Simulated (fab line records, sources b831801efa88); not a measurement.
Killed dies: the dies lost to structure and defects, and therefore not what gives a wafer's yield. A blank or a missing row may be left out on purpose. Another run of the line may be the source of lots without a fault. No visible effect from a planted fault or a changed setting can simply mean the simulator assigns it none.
The same fault as seen by 2 desks + flow sfq line + numbers are kept per desk, each desk with only its own; the story behind them comes last

## FOR THE TOOL OWNER'S DESK: pvd sputter-03
The tool's own readings at SFQ_TRILAYER_M1_DEP_SPUTTER_037 (material Nb, target thk 200 nm, time 133.3 s): means of the sampled wafers that have a number, for each lot that ran on this tool. Any lot whose mean is over 4 standard deviations away from the usual mean is out of limits and marked OUT; that distance is given in the brackets.
Columns: A = throttle valve pct at SFQ_TRILAYER_M1_DEP_SPUTTER_037, usual 29.7 %
| lot  | first seen here | A    |
|------|-----------------|------|
| L273 | day 16 05:04    | 29.3 |
| L278 | day 19 09:34    | 29.4 |
| L279 | day 19 20:29    | 29.1 |
| L280 | day 20 02:29    | 29.8 |
| L282 | day 20 17:25    | 29.3 |
| L285 | day 22 11:26    | 29.3 |
| L292 | day 26 20:24    | 29.6 |
Result from this desk: across the 7 lots, nothing is out of limits.

## AT THE METROLOGY DESK
What the gauges read, lot by lot, whatever tool the lot ran on: means of the sampled wafers that have a number. Any lot whose mean is over 4 standard deviations away from the usual mean is out of limits and marked OUT; that distance is given in the brackets.
Columns: A = M1_NB_RS at SFQ_M1_RS_MEAS_909, usual 0.887 ohm/sq
| lot  | first seen here | A               |
|------|-----------------|-----------------|
| L270 | day 15 03:50    | 0.890           |
| L271 | day 15 19:27    | 0.881           |
| L272 | day 15 23:03    | 0.903           |
| L273 | day 16 05:13    | 0.877           |
| L275 | day 18 01:45    | 0.892           |
| L277 | day 18 19:36    | 0.894           |
| L278 | day 19 09:40    | 0.879           |
| L279 | day 19 20:35    | 0.879           |
| L280 | day 20 02:37    | 0.882           |
| L282 | day 20 17:31    | 0.899           |
| L284 | day 22 04:55    | 0.888           |
| L285 | day 22 11:34    | 0.772 (-14) OUT |
| L292 | day 26 20:29    | 0.890           |
This desk's finding: out of limits on L285; first on L285, day 22 11:34 (M1_NB_RS at SFQ_M1_RS_MEAS_909). Within limits: L270, L271, L272, L273, L275, L277, L278, L279, L280, L282, L284, L292.

## BROUGHT TOGETHER
At day 22 11:34 the metrology desk could have sounded an alarm, on L285.
The desk of the tool owner found nothing out of limits.
The tool owner's desk has L285 on record, within its limits.
All the named lots went through SFQ_TRILAYER_M1_DEP_SPUTTER_037 on pvd sputter-03.

## WHAT THE SIMULATOR HAD PUT IN
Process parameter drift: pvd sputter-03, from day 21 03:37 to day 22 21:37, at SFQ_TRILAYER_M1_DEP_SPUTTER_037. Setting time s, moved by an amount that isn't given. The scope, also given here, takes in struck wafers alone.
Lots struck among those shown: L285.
Per desk, hours elapsed from the start of the fault to the first reading out of limits: for the metrology desk, 32.
